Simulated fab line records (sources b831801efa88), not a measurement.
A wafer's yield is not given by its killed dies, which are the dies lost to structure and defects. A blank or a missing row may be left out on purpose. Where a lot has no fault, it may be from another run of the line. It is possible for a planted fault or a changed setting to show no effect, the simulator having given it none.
A lot that was struck, set against a sound lot	flow gf180mcu	14 steps out of a route of 602
Sound: wafers L437.4, L437.5, L437.6. The struck wafers were L448.2, L448.4, L448.6. The cause comes at the end.
At each step with rows: each side's tool, then ch and its chambers, then its first start. Under that, the readings that differ: sound wafers	struck wafers	difference of the means	sigmas: that difference in standard deviations of wafers without a fault.
alike: a reading whose means differ by less than 2 such deviations, as well as words and numbers matching on both sides. not compared: withheld readings; readings where some wafer has no value; bounds like >300 that might hide an equal value; numbers whose values overlap and for which the record gives no deviation.
The two part at a step that has a row with sigmas, a row that says differs or no value, or rows on one side only. Numbers that don't overlap but have no deviation are shown without sigmas and don't part them. Lack of a reading on every wafer of one side parts them only where that side has two or more wafers.

first, 4 steps without rows for these wafers: GF_HV_LDD_IMPLANT_33; GF_HV_LDD_IMPLANT_34; GF_HV_LDD_IMPLANT_35; GF_HV_LDD_IMPLANT_36.
GF_HV_LDD_STRIP_37: strips in O2/N2.
  sound on plasma-asher-03 ch 0,1, day 12 06:03; struck on plasma-asher-01 ch 0,1, day 15 11:14
reading	sound	struck	difference	sigmas
strip-time-to-endpoint-s (s)	12.582 12.560 12.589	12.651 12.651 12.671	+0.081	+3
  alike: chamber-pressure-mTorr, drypump-motor-current-A, heater-power-w, oes-product-au
  not compared: rf-hours-counter-h
GF_HV_LDD_TW_MEAS_38:
  struck on film-metro-01, day 15 11:20; sound on film-metro-01, day 12 06:09
  alike: HV_LDD_3_TW
then, 6 steps without rows for these wafers: GF_HV_LDD_DEHYDRATE_39 (time 60 s); GF_HV_LDD_HMDS_40 (prime time 60 s); GF_HV_LDD_COAT_41 (resist thk 1000 nm); GF_HV_LDD_SOFTBAKE_42 (time 60 s); GF_HV_LDD_EXPOSE_43 (exposes mask Pplus HV AREA, target cd 400 nm); GF_HV_LDD_PEB_44.
GF_HV_LDD_DEVELOP_45: develop time 60 s.
  struck on litho-track-02, day 16 08:41; sound on litho-track-02 ch 0, day 13 01:29
  no value came back on the struck wafers for chill-plate-temp-C (C), develop-time-s (s); on the sound wafers chill-plate-temp-C (C) reads 23.03 23.03 22.93
GF_HV_LDD_CD_MEAS_46: the cd target is 400 nm.
  struck on cd-sem-02, day 16 08:50; sound on cd-sem-02, day 13 01:37
reading	sound	struck	difference	sigmas
cd-nm (nm)	396.2 398.2 397.5	- - -	no value on the struck wafers	

== WHERE THEY PART ==
Last at GF_HV_LDD_CD_MEAS_46 as far as this record goes, first at GF_HV_LDD_STRIP_37.

WHY: whatever the simulator had introduced
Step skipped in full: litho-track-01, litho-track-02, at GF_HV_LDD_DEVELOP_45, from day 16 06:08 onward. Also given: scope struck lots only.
